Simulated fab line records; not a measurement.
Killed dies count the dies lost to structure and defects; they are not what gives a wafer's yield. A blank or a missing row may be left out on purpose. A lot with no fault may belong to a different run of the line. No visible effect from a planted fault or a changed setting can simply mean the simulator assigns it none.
The same fault as seen by 2 desks + flow sky130 + each desk holds nothing but its own numbers, with what lay behind them at the end

== DESK OF THE TOOL OWNER: pvd sputter-04 ==
At SKY_VIA1_SPUTTER_20 (material TiN, target thk 20 nm, time 80 s) the tool's own readings: per lot run on this tool, the mean of the sampled wafers that have a number. A lot is out of limits, marked OUT, if its mean lies more than 4 standard deviations from the usual mean; the brackets give that distance.
Columns: A = chamber pressure pa at SKY_VIA1_SPUTTER_20, usual 4.999 Pa; B = throttle valve pct at SKY_VIA1_SPUTTER_20, usual 29.8 %
| lot  | first seen here | A               | B    |
|------|-----------------|-----------------|------|
| L219 | day 34 18:43    | 4.996           | 28.6 |
| L220 | day 35 00:14    | 5.257 (+27) OUT | 28.2 |
| L223 | day 36 08:34    | 5.266 (+28) OUT | 29.6 |
| L232 | day 39 11:56    | 5.000           | 29.5 |
| L234 | day 39 13:54    | 4.992           | 28.9 |
This desk's finding: out of limits on L220, L223; first on L220, day 35 00:14 (chamber pressure pa at SKY_VIA1_SPUTTER_20). L219, L232, L234: within limits.

== FROM THE METROLOGY DESK ==
What the gauges read for every lot (on any tool): the sampled wafers with a number, averaged. A lot is out of limits, marked OUT, if its mean lies more than 4 standard deviations from the usual mean; the brackets give that distance.
Columns: A = cd nm at SKY_METAL1_CD_MEAS_15, usual 140.2 nm; B = VIA1_OVL at SKY_VIA1_OVL_MEAS_13, usual 0 nm; C = METAL2_OVL at SKY_METAL2_OVL_MEAS_16, usual -3 nm
| lot  | first seen here | A     | B  | C   |
|------|-----------------|-------|----|-----|
| L216 | day 32 18:26    | 140.0 | -9 | -8  |
| L218 | day 33 01:58    | 138.5 | 8  | 1   |
| L219 | day 33 11:48    | 138.0 | -5 | -2  |
| L220 | day 33 19:10    | 142.2 | -7 | 0   |
| L223 | day 35 04:23    | 138.7 | 3  | -5  |
| L230 | day 38 04:54    | 144.4 | 2  | 2   |
| L231 | day 38 05:08    | 139.9 | -1 | -8  |
| L232 | day 38 08:31    | 141.4 | 0  | 7   |
| L234 | day 38 10:53    | 141.2 | -5 | -5  |
| L235 | day 38 15:17    | 140.2 | 5  | -3  |
| L236 | day 38 22:20    | 141.7 | 3  | -9  |
| L238 | day 39 14:56    | 142.5 | 5  | -13 |
| L239 | day 39 22:33    | 139.4 | 4  | -3  |
This desk's verdict: no lot among the 13 shows anything out of limits.

== BROUGHT TOGETHER ==
The tool owner's desk could have raised an alarm at day 35 00:14, on L220, L223.
Nothing out of limits was seen by the metrology desk.
The metrology desk has L220, L223 on record, within its limits.
Of the lots named, all ran SKY_VIA1_SPUTTER_20 on pvd sputter-04.

== WHAT THE SIMULATOR PUT IN ==
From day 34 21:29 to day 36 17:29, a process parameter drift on pvd sputter-04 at SKY_VIA1_SPUTTER_20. Setting chamber pressure pa, moved by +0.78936, from 5. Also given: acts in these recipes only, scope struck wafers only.
Struck lots among those shown: L220, L223.
Each desk's first reading out of limits, in hours after the fault started: the tool owner's desk, 3.
